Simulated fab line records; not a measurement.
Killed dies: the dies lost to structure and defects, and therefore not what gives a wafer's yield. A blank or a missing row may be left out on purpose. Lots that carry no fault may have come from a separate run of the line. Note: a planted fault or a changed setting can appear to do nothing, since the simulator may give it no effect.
What tool caused it? / flow gf180mcu / Sampling: 11 lots, 33 wafers, 6 of 602 route steps

## WHAT THE GAUGES READ, wafer by wafer
GF_NSD_TW_MEAS_12.
lot=L537; measured=day 13 09:37; on=film metro-02; NSD_TW=4294 4288 4290
lot=L538; measured=day 13 14:07; on=film metro-03; NSD_TW=4213 4214 4213
lot=L542; measured=day 15 01:17; on=film metro-03; NSD_TW=4167 4178 4173
lot=L543; measured=day 15 10:45; on=film metro-03; NSD_TW=4164 4143 4167
lot=L546; measured=day 16 15:01; on=film metro-03; NSD_TW=4213 4237 4217
lot=L552; measured=day 18 16:46; on=film metro-01; NSD_TW=4262 4260 4248
lot=L553; measured=day 19 00:58; on=film metro-02; NSD_TW=4142 4135 4125
lot=L554; measured=day 19 07:31; on=film metro-03; NSD_TW=4025 4004 4032
lot=L556; measured=day 20 02:28; on=film metro-01; NSD_TW=4278 4284 4264
lot=L559; measured=day 21 01:01; on=film metro-03; NSD_TW=4196 4183 4221
lot=L560; measured=day 21 13:08; on=film metro-02; NSD_TW=4320 4303 4321

GF_PSD_CD_MEAS_07: target cd 400 nm.
lot=L537; measured=day 14 05:50; on=cd sem-01; cd nm (nm)=399.3 401.5 401.6
lot=L538; measured=day 14 10:09; on=cd sem-01; cd nm (nm)=402.5 401.7 402.3
lot=L542; measured=day 15 22:10; on=cd sem-01; cd nm (nm)=402.7 398.9 401.4
lot=L543; measured=day 16 08:10; on=cd sem-02; cd nm (nm)=400.7 399.0 401.4
lot=L546; measured=day 17 14:05; on=cd sem-01; cd nm (nm)=399.9 398.9 398.1
lot=L552; measured=day 19 16:49; on=cd sem-01; cd nm (nm)=403.7 401.1 403.4
lot=L553; measured=day 20 01:27; on=cd sem-02; cd nm (nm)=397.4 399.0 395.7
lot=L554; measured=day 20 08:03; on=cd sem-02; cd nm (nm)=400.5 400.8 401.5
lot=L556; measured=day 21 02:31; on=cd sem-01; cd nm (nm)=398.9 400.0 399.3
lot=L559; measured=day 22 00:44; on=cd sem-02; cd nm (nm)=397.3 396.5 398.0
lot=L560; measured=day 22 11:57; on=cd sem-02; cd nm (nm)=399.9 400.7 401.0

GF_PSD_RS_MEAS_14: measurement is done with a four-point probe.
lot=L537; measured=day 14 06:26; on=film metro-03; NSD_RS (ohm/sq)=46.14 46.14 46.22
lot=L538; measured=day 14 10:48; on=film metro-02; NSD_RS (ohm/sq)=46.24 46.26 46.32
lot=L542; measured=day 15 22:46; on=film metro-02; NSD_RS (ohm/sq)=46.41 46.25 46.37
lot=L543; measured=day 16 08:46; on=film metro-03; NSD_RS (ohm/sq)=46.25 46.25 46.28
lot=L546; measured=day 17 14:41; on=film metro-01; NSD_RS (ohm/sq)=46.18 46.15 46.15
lot=L552; measured=day 19 17:25; on=film metro-01; NSD_RS (ohm/sq)=46.06 46.03 46.08
lot=L553; measured=day 20 02:03; on=film metro-02; NSD_RS (ohm/sq)=73.92 73.78 73.60
lot=L554; measured=day 20 08:39; on=film metro-02; NSD_RS (ohm/sq)=73.13 72.84 72.90
lot=L556; measured=day 21 03:07; on=film metro-02; NSD_RS (ohm/sq)=46.26 46.34 46.26
lot=L559; measured=day 22 01:20; on=film metro-02; NSD_RS (ohm/sq)=46.29 46.21 46.20
lot=L560; measured=day 22 12:33; on=film metro-01; NSD_RS (ohm/sq)=46.14 46.11 46.10

## TOOL THAT RAN EACH LOT (tool first, then ch and the chambers of the sampled wafers, then the start)
lot=L537; GF_NSD_IMPLANT_09=implanter-04 ch 0, day 13 09:10; GF_NSD_STRIP_11=plasma asher-01 ch 1, day 13 09:28; GF_PSD_STRIP_10=plasma asher-03 ch 0,1, day 14 06:08
lot=L538; GF_NSD_IMPLANT_09=implanter-03 ch 0, day 13 13:44; GF_NSD_STRIP_11=plasma asher-02 ch 0,1, day 13 14:01; GF_PSD_STRIP_10=plasma asher-01 ch 0,1, day 14 10:26
lot=L542; GF_NSD_IMPLANT_09=implanter-02 ch 0, day 15 00:56; GF_NSD_STRIP_11=plasma asher-01 ch 0,1, day 15 01:11; GF_PSD_STRIP_10=plasma asher-01 ch 0,1, day 15 22:27
lot=L543; GF_NSD_IMPLANT_09=implanter-03 ch 0, day 15 10:22; GF_NSD_STRIP_11=plasma asher-03 ch 0,1, day 15 10:38; GF_PSD_STRIP_10=plasma asher-03 ch 0,1, day 16 08:28
lot=L546; GF_NSD_IMPLANT_09=implanter-02 ch 0, day 16 14:37; GF_NSD_STRIP_11=plasma asher-03 ch 0,1, day 16 14:55; GF_PSD_STRIP_10=plasma asher-03 ch 0,1, day 17 14:23
lot=L552; GF_NSD_IMPLANT_09=implanter-03 ch 0, day 18 16:22; GF_NSD_STRIP_11=plasma asher-03 ch 0,1, day 18 16:40; GF_PSD_STRIP_10=plasma asher-04 ch 0,1, day 19 17:07
lot=L553; GF_NSD_IMPLANT_09=implanter-03 ch 0, day 19 00:34; GF_NSD_STRIP_11=plasma asher-01 ch 0,1, day 19 00:52; GF_PSD_STRIP_10=plasma asher-04 ch 0,1, day 20 01:46
lot=L554; GF_NSD_IMPLANT_09=implanter-03 ch 0, day 19 07:07; GF_NSD_STRIP_11=plasma asher-03 ch 0,1, day 19 07:25; GF_PSD_STRIP_10=plasma asher-01 ch 0,1, day 20 08:22
lot=L556; GF_NSD_IMPLANT_09=implanter-02 ch 0, day 20 02:04; GF_NSD_STRIP_11=plasma asher-02 ch 0,1, day 20 02:22; GF_PSD_STRIP_10=plasma asher-04 ch 0,1, day 21 02:49
lot=L559; GF_NSD_IMPLANT_09=implanter-04 ch 0, day 21 00:38; GF_NSD_STRIP_11=plasma asher-03 ch 0,1, day 21 00:55; GF_PSD_STRIP_10=plasma asher-03 ch 0,1, day 22 01:02
lot=L560; GF_NSD_IMPLANT_09=implanter-02 ch 0, day 21 12:44; GF_NSD_STRIP_11=plasma asher-01 ch 0,1, day 21 13:02; GF_PSD_STRIP_10=plasma asher-03 ch 0,1, day 22 12:16
- GF_NSD_IMPLANT_09
- GF_NSD_STRIP_11: strips in O2/N2.
- GF_PSD_STRIP_10: strips in O2/N2.

## WHAT THE TOOLS THEMSELVES READ (means of the sampled wafers that have a number; where no wafer has one, the mark that the record gives instead)
GF_NSD_IMPLANT_09.
lot=L537; tool=implanter-04; beam energy keV=60.011; beam on s (s)=15.9; dose ions cm2=4.004e+15; faraday current uA=13640
lot=L538; tool=implanter-03; beam energy keV=60.007; beam on s (s)=22.0; dose ions cm2=4.002e+15; faraday current uA=10001
lot=L542; tool=implanter-02; beam energy keV=60.003; beam on s (s)=18.4; dose ions cm2=4.000e+15; faraday current uA=11892
lot=L543; tool=implanter-03; beam energy keV=60.038; beam on s (s)=21.7; dose ions cm2=3.997e+15; faraday current uA=10154
lot=L546; tool=implanter-02; beam energy keV=59.986; beam on s (s)=18.3; dose ions cm2=4.000e+15; faraday current uA=11957
lot=L552; tool=implanter-03; beam energy keV=59.984; beam on s (s)=21.8; dose ions cm2=4.002e+15; faraday current uA=10076
lot=L553; tool=implanter-03; beam energy keV=60.004; beam on s (s)=10.1; dose ions cm2=8.847e+14; faraday current uA=4835
lot=L554; tool=implanter-03; beam energy keV=59.998; beam on s (s)=9.8; dose ions cm2=8.817e+14; faraday current uA=4968
lot=L556; tool=implanter-02; beam energy keV=59.980; beam on s (s)=18.4; dose ions cm2=4.007e+15; faraday current uA=11869
lot=L559; tool=implanter-04; beam energy keV=59.998; beam on s (s)=15.7; dose ions cm2=4.004e+15; faraday current uA=13849
lot=L560; tool=implanter-02; beam energy keV=60.005; beam on s (s)=18.6; dose ions cm2=3.995e+15; faraday current uA=11811

GF_NSD_STRIP_11.
lot=L537; tool=plasma asher-01; drypump motor current A (A)=5.2; heater power w (W)=375; oes product au (a.u.)=0.491; strip time to endpoint s (s)=22.93
lot=L538; tool=plasma asher-02; drypump motor current A (A)=6.0; heater power w (W)=371; oes product au (a.u.)=0.490; strip time to endpoint s (s)=22.93
lot=L542; tool=plasma asher-01; drypump motor current A (A)=5.4; heater power w (W)=341; oes product au (a.u.)=0.484; strip time to endpoint s (s)=22.96
lot=L543; tool=plasma asher-03; drypump motor current A (A)=5.9; heater power w (W)=375; oes product au (a.u.)=0.487; strip time to endpoint s (s)=22.94
lot=L546; tool=plasma asher-03; drypump motor current A (A)=5.9; heater power w (W)=368; oes product au (a.u.)=0.485; strip time to endpoint s (s)=22.92
lot=L552; tool=plasma asher-03; drypump motor current A (A)=5.9; heater power w (W)=372; oes product au (a.u.)=0.485; strip time to endpoint s (s)=23.02
lot=L553; tool=plasma asher-01; drypump motor current A (A)=5.3; heater power w (W)=371; oes product au (a.u.)=0.560; strip time to endpoint s (s)=17.72
lot=L554; tool=plasma asher-03; drypump motor current A (A)=6.0; heater power w (W)=390; oes product au (a.u.)=0.560; strip time to endpoint s (s)=17.86
lot=L556; tool=plasma asher-02; drypump motor current A (A)=6.2; heater power w (W)=376; oes product au (a.u.)=0.492; strip time to endpoint s (s)=23.05
lot=L559; tool=plasma asher-03; drypump motor current A (A)=5.9; heater power w (W)=388; oes product au (a.u.)=0.487; strip time to endpoint s (s)=22.94
lot=L560; tool=plasma asher-01; drypump motor current A (A)=5.3; heater power w (W)=361; oes product au (a.u.)=0.484; strip time to endpoint s (s)=23.03

GF_PSD_STRIP_10.
lot=L537; tool=plasma asher-03; drypump motor current A (A)=5.9; heater power w (W)=392; oes product au (a.u.)=0.591; strip time to endpoint s (s)=16.33
lot=L538; tool=plasma asher-01; drypump motor current A (A)=5.4; heater power w (W)=335; oes product au (a.u.)=0.590; strip time to endpoint s (s)=16.29
lot=L542; tool=plasma asher-01; drypump motor current A (A)=5.4; heater power w (W)=344; oes product au (a.u.)=0.592; strip time to endpoint s (s)=16.31
lot=L543; tool=plasma asher-03; drypump motor current A (A)=6.0; heater power w (W)=391; oes product au (a.u.)=0.593; strip time to endpoint s (s)=16.31
lot=L546; tool=plasma asher-03; drypump motor current A (A)=5.9; heater power w (W)=368; oes product au (a.u.)=0.594; strip time to endpoint s (s)=16.30
lot=L552; tool=plasma asher-04; drypump motor current A (A)=5.5; heater power w (W)=288; oes product au (a.u.)=0.593; strip time to endpoint s (s)=16.43
lot=L553; tool=plasma asher-04; drypump motor current A (A)=5.6; heater power w (W)=287; oes product au (a.u.)=0.593; strip time to endpoint s (s)=16.41
lot=L554; tool=plasma asher-01; drypump motor current A (A)=5.4; heater power w (W)=361; oes product au (a.u.)=0.590; strip time to endpoint s (s)=16.34
lot=L556; tool=plasma asher-04; drypump motor current A (A)=5.8; heater power w (W)=310; oes product au (a.u.)=0.591; strip time to endpoint s (s)=16.33
lot=L559; tool=plasma asher-03; drypump motor current A (A)=5.9; heater power w (W)=371; oes product au (a.u.)=0.589; strip time to endpoint s (s)=16.39
lot=L560; tool=plasma asher-03; drypump motor current A (A)=5.9; heater power w (W)=377; oes product au (a.u.)=0.595; strip time to endpoint s (s)=16.38

## THE ANSWER, worked out from the rows above alone
Rule: the usual values come from the lots themselves. Put in order of their means at a reading, lots are off if they are a third of the lots or fewer, leave a main group of 4 or more, and stand apart from it by a gap of 3 or more times the standard deviation of the main group's means; of several such gaps the widest counts. A main group is skipped when, at the precision printed for the reading in the tables above, its means are all equal. A lot without any number at a reading at which 4 lots or more have one is off too. All remaining lots with rows at the step are treated as sound. First the gauges in route order, then the tools' own readings, where a lot's mean is used as printed above. At the first step where some lot is off, the reading lying furthest off is the one used; lots without a number count as furthest.
Off: at GF_PSD_RS_MEAS_14 (NSD_RS), L553, L554. The main group: mean 46.21 ohm/sq, standard deviation 0.086.
A tool fits if, at a process step before that reading, it ran every lot that is off, and no sound lot after the first of them. The gauges at GF_PSD_RS_MEAS_14 aren't tried: what is off there is off at GF_NSD_IMPLANT_09 too, on other tools, and a gauge's error can't cause that. One fits: implanter-03 at GF_NSD_IMPLANT_09. A fault onset in the window from L552 (day 18 16:22, its last sound lot) to L553 (day 19 00:34, its first lot off) fits.
The tool's own readings at GF_NSD_IMPLANT_09 bear it out: on the lots that are off they differ by more than 5 times the standard deviation of the sound lots' means. dose ions cm2 reads 8.832e+14 there against 4.001e+15 on the sound lots; faraday current uA reads 4902 there against 11694 on the sound lots.

## WHAT WAS PUT IN BY THE SIMULATOR
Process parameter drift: implanter-03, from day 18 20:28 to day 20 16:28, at GF_NSD_IMPLANT_09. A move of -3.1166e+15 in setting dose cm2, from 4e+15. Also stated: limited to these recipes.
Shown lots that were struck: L553, L554. This agrees with what the rule above found.
